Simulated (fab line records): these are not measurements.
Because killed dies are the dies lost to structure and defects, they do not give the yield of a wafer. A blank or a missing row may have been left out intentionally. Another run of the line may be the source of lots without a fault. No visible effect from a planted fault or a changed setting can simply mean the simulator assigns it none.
fab line records | flow sky130
[record] lots = 5 | wafers = 15 | last_day = 50
route steps=708 shown VT_ADJUST_HVTR@132 VT_ADJUST_PCH@143
lots untouched by any fault: they come from a run of this same line in which no faults occurred
start_h: start of the lot's first displayed wafer, in hours after the record's first day | wait_h: hours from the lot's prior step to this one | " same as the row above | L1.1+2: a single row standing in for several wafers | - no value, or no start was given | * or withheld: withheld | < > ~ a bound
route shown NAME@n: names a module that has steps shown in the file, with the first one's number in the route | usual: average and standard deviation across the fault-free wafers | same: alike in all rows | chamber/n: place in a boat | sites: the reading at each site | _std_site: how widely they spread, as a standard deviation | _edge_site: outer sites' mean less inner sites' | radius_mm: for every site, how far away it sits from the centre of the wafer | mask NAME#n: copy n | behind: the tool/chamber that last shaped the wafer | hold: reason for holding the lot/hours on hold/outcome of the hold | device: transistor that didn't switch, given as n, p or np | end of line: the tests these same wafers got at the end of their route | a step given without rows: its recipe and nothing more | killed: at the first sort, the dies lost to defects and structure; wafer yield is something else | map: per-die view of a wafer (x killed, . not killed, _ where there is no die)
set.NAME: setting as actually run; set.NAME@STEP: the setting as run at that earlier step | model.NAME: the simulator's own value behind a step, which no gauge read
a table for each step, a row for each wafer; lots at some steps of the route
services: a tool's chamber out of use, with start hour (start_h, from the record's first day; less than 0 if before it), hours out, and reason
[[steps]]
[step SKY_VT_ADJUST_HVTR_HMDS_01]
[recipe] prime_time_s = 60 | prime_temp_c = 120
[usual] chill_plate_temp_C = 23.02/0.11 | exhaust_pa = 45.0/0.86
lot.wafer | tool           | chamber | start_h | wait_h | chill_plate_temp_C | exhaust_pa
L086.3    | litho_track-03 | 0       | 293.62  | 0.1    | 22.94              | 44.6
L086.4    | "              | 0       | "       | "      | 22.87              | 45.9
L086.6    | "              | 0       | "       | "      | 23.18              | 45.2
L092.2    | litho_track-04 | 0       | 328.52  | 0.1    | 23.18              | 44.3
L092.5    | "              | 0       | "       | "      | 23.09              | 45.7
L092.6    | "              | 0       | "       | "      | 23.09              | 44.9
L094.1    | litho_track-02 | 0       | 341.28  | 0.1    | 23.04              | 46.0
L094.2    | "              | 0       | "       | "      | 23.08              | 46.1
L094.4    | "              | 0       | "       | "      | 23.18              | 45.0
L095.1    | litho_track-02 | 0       | 348.38  | 0.1    | 22.91              | 45.2
L095.2    | "              | 0       | "       | "      | 22.59              | 43.1
L095.5    | "              | 0       | "       | "      | 22.96              | 45.2
L097.1    | litho_track-03 | 0       | 359.77  | 0.1    | 22.96              | 45.9
L097.3    | "              | 0       | "       | "      | 22.88              | 45.4
L097.6    | "              | 0       | "       | "      | 22.99              | 46.4
[step SKY_VT_ADJUST_HVTR_COAT_02]
[recipe] resist = NOVOLAK | spin_rpm = 3000 | resist_thk_nm = 1140
[usual] chill_plate_temp_C = 22.99/0.094 | dispense_pressure_kPa = 50.0/1.4 | exhaust_pa = 45.2/0.97
lot.wafer | tool           | chamber | start_h | wait_h | chill_plate_temp_C | dispense_pressure_kPa | exhaust_pa
L086.3    | litho_track-03 | 0       | 293.77  | 0.1    | 23.12              | 48.9                  | 44.5
L086.4    | "              | 0       | "       | "      | 23.05              | 48.9                  | 44.7
L086.6    | "              | 0       | "       | "      | 22.98              | 48.9                  | 46.7
L092.2    | litho_track-04 | 0       | 328.67  | 0.1    | 22.92              | 49.0                  | 45.2
L092.5    | "              | 0       | "       | "      | 22.95              | 49.0                  | 45.7
L092.6    | "              | 0       | "       | "      | 23.02              | 49.0                  | 45.6
L094.1    | litho_track-02 | 0       | 341.43  | 0.1    | 22.90              | 51.9                  | 44.7
L094.2    | "              | 0       | "       | "      | 22.98              | 51.8                  | 44.8
L094.4    | "              | 0       | "       | "      | 23.07              | 51.8                  | 44.5
L095.1    | litho_track-02 | 0       | 348.53  | 0.1    | 22.89              | 51.9                  | 45.2
L095.2    | "              | 0       | "       | "      | 22.95              | 51.8                  | 45.5
L095.5    | "              | 0       | "       | "      | 22.89              | 51.9                  | 45.5
L097.1    | litho_track-03 | 0       | 359.92  | 0.1    | 23.12              | 48.9                  | 45.3
L097.3    | "              | 0       | "       | "      | 23.00              | 48.9                  | 44.6
L097.6    | "              | 0       | "       | "      | 23.10              | 48.9                  | 46.6
[step SKY_VT_ADJUST_HVTR_SOFTBAKE_03]
[recipe] temp_c = 90 | time_s = 60 | resist = NOVOLAK
[usual] chill_plate_temp_C = 22.99/0.11 | exhaust_pa = 45.1/1
lot.wafer | tool           | chamber | start_h | wait_h | chill_plate_temp_C | exhaust_pa
L086.3    | litho_track-03 | 0       | 293.92  | 0.1    | 22.77              | 42.1
L086.4    | "              | 0       | "       | "      | 22.89              | 42.1
L086.6    | "              | 0       | "       | "      | 22.94              | 42.9
L092.2    | litho_track-04 | 0       | 328.82  | 0.1    | 22.83              | 43.8
L092.5    | "              | 0       | "       | "      | 22.85              | 43.5
L092.6    | "              | 0       | "       | "      | 22.82              | 42.7
L094.1    | litho_track-02 | 0       | 341.58  | 0.1    | 22.96              | 46.2
L094.2    | "              | 0       | "       | "      | 22.94              | 45.8
L094.4    | "              | 0       | "       | "      | 22.97              | 44.6
L095.1    | litho_track-02 | 0       | 348.68  | 0.1    | 22.87              | 45.3
L095.2    | "              | 0       | "       | "      | 22.93              | 44.1
L095.5    | "              | 0       | "       | "      | 22.87              | 45.5
L097.1    | litho_track-03 | 0       | 360.07  | 0.1    | 23.08              | 46.0
L097.3    | "              | 0       | "       | "      | 23.01              | 46.7
L097.6    | "              | 0       | "       | "      | 23.27              | 45.9
[step SKY_VT_ADJUST_HVTR_EXPOSE_04]
[recipe] mask_id = HVTRM | target_cd_nm = 380 | na = 0.6 | source_shape = conventional | sigma_outer = 0.6 | dose_mj = 150
lot.wafer  | tool             | chamber | start_h | wait_h | mask
L086.3+4+6 | iline_stepper-01 | 0       | -       | -      | HVTRM#0
L092.2+5+6 | iline_stepper-01 | 0       | -       | -      | HVTRM#0
L094.1+2+4 | iline_stepper-01 | 0       | -       | -      | HVTRM#0
L095.1+2+5 | iline_stepper-02 | 0       | -       | -      | HVTRM#0
L097.1+3+6 | iline_stepper-01 | 0       | -       | -      | HVTRM#0
[step SKY_VT_ADJUST_HVTR_PEB_05]
[recipe] temp_c = withheld | time_s = * | resist = NOVOLAK
[usual] chill_plate_temp_C = * | exhaust_pa = 45.0/0.91
lot.wafer | tool           | chamber | start_h | wait_h | chill_plate_temp_C | exhaust_pa
L086.3    | litho_track-04 | 0       | -       | -      | *                  | 44.6
L086.4    | "              | 0       | "       | "      | *                  | 44.8
L086.6    | "              | 0       | "       | "      | *                  | 45.6
L092.2    | litho_track-03 | 0       | -       | -      | *                  | 45.7
L092.5    | "              | 0       | "       | "      | *                  | 45.1
L092.6    | "              | 0       | "       | "      | *                  | 45.1
L094.1    | litho_track-02 | 0       | -       | -      | *                  | 44.4
L094.2    | "              | 0       | "       | "      | *                  | 45.7
L094.4    | "              | 0       | "       | "      | *                  | 45.4
L095.1    | litho_track-03 | 0       | -       | -      | *                  | 45.2
L095.2    | "              | 0       | "       | "      | *                  | 45.3
L095.5    | "              | 0       | "       | "      | *                  | 46.0
L097.1    | litho_track-03 | 0       | -       | -      | *                  | 45.1
L097.3    | "              | 0       | "       | "      | *                  | 43.2
L097.6    | "              | 0       | "       | "      | *                  | 44.3
[step SKY_VT_ADJUST_HVTR_DEVELOP_06]
[recipe] develop_time_s = 60 | dev_temp_c = 23
[usual] chill_plate_temp_C = 22.99/0.11 | exhaust_pa = 45.1/0.85
[same] develop_time_s = 60
lot.wafer | tool           | chamber | start_h | wait_h | chill_plate_temp_C | exhaust_pa
L086.3    | litho_track-04 | 0       | 306.34  | 0.1    | 22.86              | 44.6
L086.4    | "              | 0       | "       | "      | 22.88              | 44.4
L086.6    | "              | 0       | "       | "      | 23.01              | 43.2
L092.2    | litho_track-03 | 0       | 342.80  | 0.1    | 22.94              | 45.3
L092.5    | "              | 0       | "       | "      | 23.01              | 45.4
L092.6    | "              | 0       | "       | "      | 22.90              | 46.5
L094.1    | litho_track-02 | 0       | 354.38  | 0.1    | 22.88              | 45.9
L094.2    | "              | 0       | "       | "      | 23.17              | 44.8
L094.4    | "              | 0       | "       | "      | 22.99              | 46.4
L095.1    | litho_track-03 | 0       | 362.42  | 0.1    | 23.15              | 46.9
L095.2    | "              | 0       | "       | "      | 22.95              | 46.9
L095.5    | "              | 0       | "       | "      | 22.99              | 47.2
L097.1    | litho_track-03 | 0       | 373.92  | 0.1    | 22.84              | 44.3
L097.3    | "              | 0       | "       | "      | 22.87              | 44.8
L097.6    | "              | 0       | "       | "      | 22.71              | 46.5
[step SKY_VT_ADJUST_HVTR_CD_MEAS_07]
[recipe] target_cd_nm = 380
[usual] cd_nm = 380/3
lot.wafer | tool      | chamber | start_h | wait_h | cd_nm
L086.3    | cd_sem-02 | -       | 306.48  | 0.1    | 377
L086.4    | "         | -       | "       | "      | 382
L086.6    | "         | -       | "       | "      | 382
L092.2    | cd_sem-01 | -       | 342.94  | 0.1    | 376
L092.5    | "         | -       | "       | "      | 374
L092.6    | "         | -       | "       | "      | 376
L094.1    | cd_sem-01 | -       | 354.53  | 0.1    | 380
L094.2    | "         | -       | "       | "      | 381
L094.4    | "         | -       | "       | "      | 379
L095.1    | cd_sem-01 | -       | 362.57  | 0.1    | 376
L095.2    | "         | -       | "       | "      | 378
L095.5    | "         | -       | "       | "      | 380
L097.1    | cd_sem-01 | -       | 374.14  | 0.2    | 375
L097.3    | "         | -       | "       | "      | 376
L097.6    | "         | -       | "       | "      | 375
[step SKY_VT_ADJUST_HVTR_OVL_MEAS_08]
[usual] VT_ADJUST_HVTR_OVL = 1.1/1.5
lot.wafer | tool       | chamber | start_h | wait_h | VT_ADJUST_HVTR_OVL[nm]
L086.3    | overlay-02 | -       | 306.57  | 0.1    | -1.6
L086.4    | "          | -       | "       | "      | -0.8
L086.6    | "          | -       | "       | "      | -0.9
L092.2    | overlay-02 | -       | 343.05  | 0.1    | 0.3
L092.5    | "          | -       | "       | "      | 0.2
L092.6    | "          | -       | "       | "      | 0.2
L094.1    | overlay-01 | -       | 354.65  | 0.1    | 0.6
L094.2    | "          | -       | "       | "      | 1.6
L094.4    | "          | -       | "       | "      | 0.6
L095.1    | overlay-02 | -       | 362.69  | 0.1    | 1.7
L095.2    | "          | -       | "       | "      | 1.4
L095.5    | "          | -       | "       | "      | 1.0
L097.1    | overlay-01 | -       | 374.26  | 0.1    | -0.3
L097.3    | "          | -       | "       | "      | -0.7
L097.6    | "          | -       | "       | "      | -0.4
[step SKY_VT_ADJUST_HVTR_IMPLANT_09]
[recipe] species = B | energy_kev = 9.934 | dose_cm2 = 2.1e+12 | tilt_deg = withheld
[usual] faraday_current_uA = 11.78/0.23
lot.wafer | tool         | chamber | start_h | wait_h | faraday_current_uA
L086.3    | implanter-03 | 0       | 306.65  | 0.1    | 11.86
L086.4    | "            | 0       | "       | "      | 11.86
L086.6    | "            | 0       | "       | "      | 12.06
L092.2    | implanter-01 | 0       | 343.11  | 0.0    | 11.48
L092.5    | "            | 0       | "       | "      | 12.09
L092.6    | "            | 0       | "       | "      | 11.68
L094.1    | implanter-04 | 0       | 354.68  | 0.0    | 12.08
L094.2    | "            | 0       | "       | "      | 11.76
L094.4    | "            | 0       | "       | "      | 11.91
L095.1    | implanter-01 | 0       | 362.73  | 0.0    | 11.72
L095.2    | "            | 0       | "       | "      | 11.84
L095.5    | "            | 0       | "       | "      | 11.55
L097.1    | implanter-03 | 0       | 374.30  | 0.0    | 11.71
L097.3    | "            | 0       | "       | "      | 11.76
L097.6    | "            | 0       | "       | "      | 11.78
[step SKY_VT_ADJUST_HVTR_STRIP_10]
[recipe] chemistry = O2/N2 | power_w = 1400 | pressure_mtorr = 1500 | platen_temp_c = withheld | o2_flow_sccm = 3000 | n2_flow_sccm = 300 | overash_fraction = 0.5
[usual] drypump_motor_current_A = 5.7/0.42 | o2_flow_sccm = 3002/8.6 | oes_product_au = 0.715/0.004 | strip_time_to_endpoint_s = 14.18/0.037
lot.wafer | tool            | chamber | start_h | wait_h | drypump_motor_current_A | o2_flow_sccm | oes_product_au | rf_hours_counter_h | strip_time_to_endpoint_s
L086.3    | plasma_asher-04 | 0       | 306.78  | 0.1    | 6.2                     | 2996         | 0.708          | -                  | 14.16
L086.4    | "               | 1       | "       | "      | 5.5                     | 3010         | 0.709          | -                  | 14.15
L086.6    | "               | 0       | "       | "      | 6.2                     | 2999         | 0.712          | -                  | 14.18
L092.2    | plasma_asher-02 | 0       | 343.23  | 0.1    | 5.2                     | 3004         | 0.714          | 54                 | 14.19
L092.5    | "               | 1       | "       | "      | 5.2                     | 3000         | 0.710          | -                  | 14.20
L092.6    | "               | 0       | "       | "      | 5.2                     | 2998         | 0.714          | -                  | 14.18
L094.1    | plasma_asher-04 | 0       | 354.83  | 0.1    | 6.2                     | 3013         | 0.708          | 65                 | 14.20
L094.2    | "               | 1       | "       | "      | 5.5                     | 3020         | 0.707          | 65                 | 14.22
L094.4    | "               | 0       | "       | "      | 6.2                     | 3014         | 0.718          | -                  | 14.16
L095.1    | plasma_asher-04 | 0       | 362.88  | 0.1    | 6.2                     | 3020         | 0.720          | 65                 | 14.14
L095.2    | "               | 1       | "       | "      | 5.5                     | 2993         | 0.718          | 65                 | 14.20
L095.5    | "               | 1       | "       | "      | 5.5                     | 3002         | 0.718          | -                  | 14.17
L097.1    | plasma_asher-01 | 1       | 374.45  | 0.1    | 6.2                     | 2993         | 0.711          | 24                 | 14.28
L097.3    | "               | 1       | "       | "      | 6.2                     | 2998         | 0.713          | -                  | 14.25
L097.6    | "               | 0       | "       | "      | 5.4                     | 2999         | 0.713          | -                  | 14.25
[step SKY_VT_ADJUST_HVTR_TW_MEAS_11]
[usual] VT_ADJUST_HVTR_TW = 210.2/2.7
lot.wafer | tool          | chamber | start_h | wait_h | VT_ADJUST_HVTR_TW
L086.3    | film_metro-04 | -       | 306.87  | 0.1    | 212.1
L086.4    | "             | -       | "       | "      | 212.5
L086.6    | "             | -       | "       | "      | 212.0
L092.2    | film_metro-02 | -       | 343.34  | 0.1    | 211.4
L092.5    | "             | -       | "       | "      | 212.3
L092.6    | "             | -       | "       | "      | 212.9
L094.1    | film_metro-03 | -       | 354.93  | 0.1    | 207.7
L094.2    | "             | -       | "       | "      | 207.4
L094.4    | "             | -       | "       | "      | 208.2
L095.1    | film_metro-03 | -       | 362.98  | 0.1    | 207.8
L095.2    | "             | -       | "       | "      | 208.4
L095.5    | "             | -       | "       | "      | 208.7
L097.1    | film_metro-03 | -       | 374.55  | 0.1    | 207.8
L097.3    | "             | -       | "       | "      | 207.0
L097.6    | "             | -       | "       | "      | 207.5
[step SKY_VT_ADJUST_PCH_DEHYDRATE_00]
[recipe] temp_c = 200 | time_s = 60
[usual] chill_plate_temp_C = 22.98/0.097 | exhaust_pa = 45.0/0.88
lot.wafer | tool           | chamber | start_h | wait_h | chill_plate_temp_C | exhaust_pa
L086.3    | litho_track-03 | 0       | 319.12  | 12.2   | 23.04              | 44.4
L086.4    | "              | 0       | "       | "      | 22.97              | 45.4
L086.6    | "              | 0       | "       | "      | 22.89              | 43.0
L092.2    | litho_track-03 | 0       | 355.90  | 12.5   | 22.91              | 46.8
L092.5    | "              | 0       | "       | "      | 22.79              | 45.5
L092.6    | "              | 0       | "       | "      | 22.79              | 45.9
L094.1    | litho_track-03 | 0       | 368.62  | 13.7   | 23.09              | 44.7
L094.2    | "              | 0       | "       | "      | 23.09              | 45.7
L094.4    | "              | 0       | "       | "      | 23.00              | 44.6
L095.1    | litho_track-04 | 0       | 376.14  | 13.2   | 23.18              | 45.1
L095.2    | "              | 0       | "       | "      | 23.05              | 44.4
L095.5    | "              | 0       | "       | "      | 23.06              | 44.9
L097.1    | litho_track-01 | 0       | 387.39  | 12.8   | 23.05              | 45.6
L097.3    | "              | 0       | "       | "      | 23.13              | 44.9
L097.6    | "              | 0       | "       | "      | 23.03              | 44.1
[step SKY_VT_ADJUST_PCH_HMDS_01]
[recipe] prime_time_s = 60 | prime_temp_c = 120
[usual] chill_plate_temp_C = 23.02/0.11 | exhaust_pa = 45.1/0.88
lot.wafer | tool           | chamber | start_h | wait_h | chill_plate_temp_C | exhaust_pa
L086.3    | litho_track-03 | 0       | 319.27  | 0.1    | 23.03              | 44.6
L086.4    | "              | 0       | "       | "      | 22.98              | 44.5
L086.6    | "              | 0       | "       | "      | 23.01              | 43.5
L092.2    | litho_track-03 | 0       | 356.05  | 0.1    | 23.17              | 46.4
L092.5    | "              | 0       | "       | "      | 23.17              | 45.6
L092.6    | "              | 0       | "       | "      | 23.07              | 45.3
L094.1    | litho_track-03 | 0       | 368.77  | 0.1    | 22.88              | 45.5
L094.2    | "              | 0       | "       | "      | 22.80              | 45.1
L094.4    | "              | 0       | "       | "      | 22.94              | 45.8
L095.1    | litho_track-04 | 0       | 376.29  | 0.1    | 23.01              | 45.2
L095.2    | "              | 0       | "       | "      | 23.05              | 45.4
L095.5    | "              | 0       | "       | "      | 22.98              | 45.0
L097.1    | litho_track-01 | 0       | 387.54  | 0.1    | 22.96              | 45.1
L097.3    | "              | 0       | "       | "      | 23.14              | 43.1
L097.6    | "              | 0       | "       | "      | 23.06              | 44.8
[step SKY_VT_ADJUST_PCH_COAT_02]
[recipe] spin_rpm = 2000 | resist_thk_nm = 3000
[usual] chill_plate_temp_C = 23.00/0.12 | dispense_pressure_kPa = 46.1/2.9 | exhaust_pa = 44.7/0.9
lot.wafer | tool           | chamber | start_h | wait_h | chill_plate_temp_C | dispense_pressure_kPa | exhaust_pa
L086.3    | litho_track-03 | 0       | 319.42  | 0.1    | 23.16              | 48.9                  | 46.0
L086.4    | "              | 0       | "       | "      | 23.00              | 48.9                  | 44.5
L086.6    | "              | 0       | "       | "      | 23.08              | 48.9                  | 45.0
L092.2    | litho_track-03 | 0       | 356.20  | 0.1    | 23.02              | 48.9                  | 44.5
L092.5    | "              | 0       | "       | "      | 23.02              | 48.9                  | 44.5
L092.6    | "              | 0       | "       | "      | 23.02              | 48.9                  | 44.2
L094.1    | litho_track-03 | 0       | 368.92  | 0.1    | 23.16              | 48.9                  | 45.8
L094.2    | "              | 0       | "       | "      | 22.98              | 48.9                  | 44.7
L094.4    | "              | 0       | "       | "      | 23.02              | 48.9                  | 44.1
L095.1    | litho_track-04 | 0       | 376.44  | 0.1    | 23.21              | 49.0                  | 43.0
L095.2    | "              | 0       | "       | "      | 22.98              | 49.0                  | 45.8
L095.5    | "              | 0       | "       | "      | 23.17              | 49.0                  | 44.4
L097.1    | litho_track-01 | 0       | 387.69  | 0.1    | 22.94              | 43.3                  | 44.0
L097.3    | "              | 0       | "       | "      | 23.10              | 43.2                  | 46.5
L097.6    | "              | 0       | "       | "      | 22.98              | 43.2                  | 44.1
[step SKY_VT_ADJUST_PCH_SOFTBAKE_03]
[recipe] temp_c = 110 | time_s = withheld
[usual] chill_plate_temp_C = 23.01/0.1 | exhaust_pa = 44.9/0.87
lot.wafer | tool           | chamber | start_h | wait_h | chill_plate_temp_C | exhaust_pa
L086.3    | litho_track-03 | 0       | 319.59  | 0.1    | 22.99              | 45.1
L086.4    | "              | 0       | "       | "      | 23.07              | 45.9
L086.6    | "              | 0       | "       | "      | 23.08              | 46.0
L092.2    | litho_track-03 | 0       | 356.36  | 0.1    | 23.15              | 44.4
L092.5    | "              | 0       | "       | "      | 23.17              | 45.0
L092.6    | "              | 0       | "       | "      | 23.05              | 45.1
L094.1    | litho_track-03 | 0       | 369.07  | 0.1    | 23.16              | 43.3
L094.2    | "              | 0       | "       | "      | 23.05              | 46.1
L094.4    | "              | 0       | "       | "      | 23.14              | 45.7
L095.1    | litho_track-04 | 0       | 376.59  | 0.1    | 22.96              | 45.8
L095.2    | "              | 0       | "       | "      | 22.93              | 44.9
L095.5    | "              | 0       | "       | "      | 23.02              | 44.2
L097.1    | litho_track-01 | 0       | 387.84  | 0.1    | 22.91              | 45.8
L097.3    | "              | 0       | "       | "      | 23.13              | 44.2
L097.6    | "              | 0       | "       | "      | 23.05              | 44.1
[step SKY_VT_ADJUST_PCH_EXPOSE_04]
[recipe] mask_id = NWM | na = 0.6 | source_shape = conventional | sigma_outer = 0.6 | polarization = unpolarized | target_cd_nm = 840 | dose_mj = 255
lot.wafer  | tool             | chamber | start_h | wait_h | mask
L086.3+4+6 | iline_stepper-01 | 0       | -       | -      | NWM#0
L092.2+5+6 | iline_stepper-01 | 0       | -       | -      | NWM#0
L094.1+2+4 | iline_stepper-02 | 0       | -       | -      | NWM#0
L095.1+2+5 | iline_stepper-02 | 0       | -       | -      | NWM#0
L097.1+3+6 | iline_stepper-01 | 0       | -       | -      | NWM#0
[step SKY_VT_ADJUST_PCH_PEB_05]
[recipe] temp_c = 115 | time_s = withheld
[usual] chill_plate_temp_C = 23.00/0.11 | exhaust_pa = 44.9/0.83
lot.wafer | tool           | chamber | start_h | wait_h | chill_plate_temp_C | exhaust_pa
L086.3    | litho_track-04 | 0       | -       | -      | 23.14              | 43.2
L086.4    | "              | 0       | "       | "      | 23.02              | 45.4
L086.6    | "              | 0       | "       | "      | 23.09              | 45.1
L092.2    | litho_track-01 | 0       | -       | -      | 22.96              | 46.1
L092.5    | "              | 0       | "       | "      | 23.00              | 46.0
L092.6    | "              | 0       | "       | "      | 23.11              | 45.7
L094.1    | litho_track-03 | 0       | -       | -      | 22.95              | 44.3
L094.2    | "              | 0       | "       | "      | 23.05              | 43.9
L094.4    | "              | 0       | "       | "      | 23.08              | 43.7
L095.1    | litho_track-04 | 0       | -       | -      | 23.06              | 44.8
L095.2    | "              | 0       | "       | "      | 23.01              | 44.6
L095.5    | "              | 0       | "       | "      | 23.02              | 44.4
L097.1    | litho_track-04 | 0       | -       | -      | 22.83              | 44.9
L097.3    | "              | 0       | "       | "      | 22.82              | 44.9
L097.6    | "              | 0       | "       | "      | 22.98              | 45.0
[[services]]
tool             | chamber | start_h | hours | kind
implanter-03     | -       | 274.92  | 2.8   | repair
plasma_asher-02  | -       | 281.11  | 0.3   | repair
iline_stepper-01 | -       | 361.39  | 2.1   | pm
iline_stepper-01 | -       | 363.47  | -     | consumable_replace:lamp
iline_stepper-02 | -       | 372.32  | 1.7   | pm
plasma_asher-01  | -       | 377.05  | 0.9   | repair
iline_stepper-01 | -       | 382.54  | 1.7   | pm
iline_stepper-02 | -       | 388.28  | 1.0   | repair
[[key]]
fault none
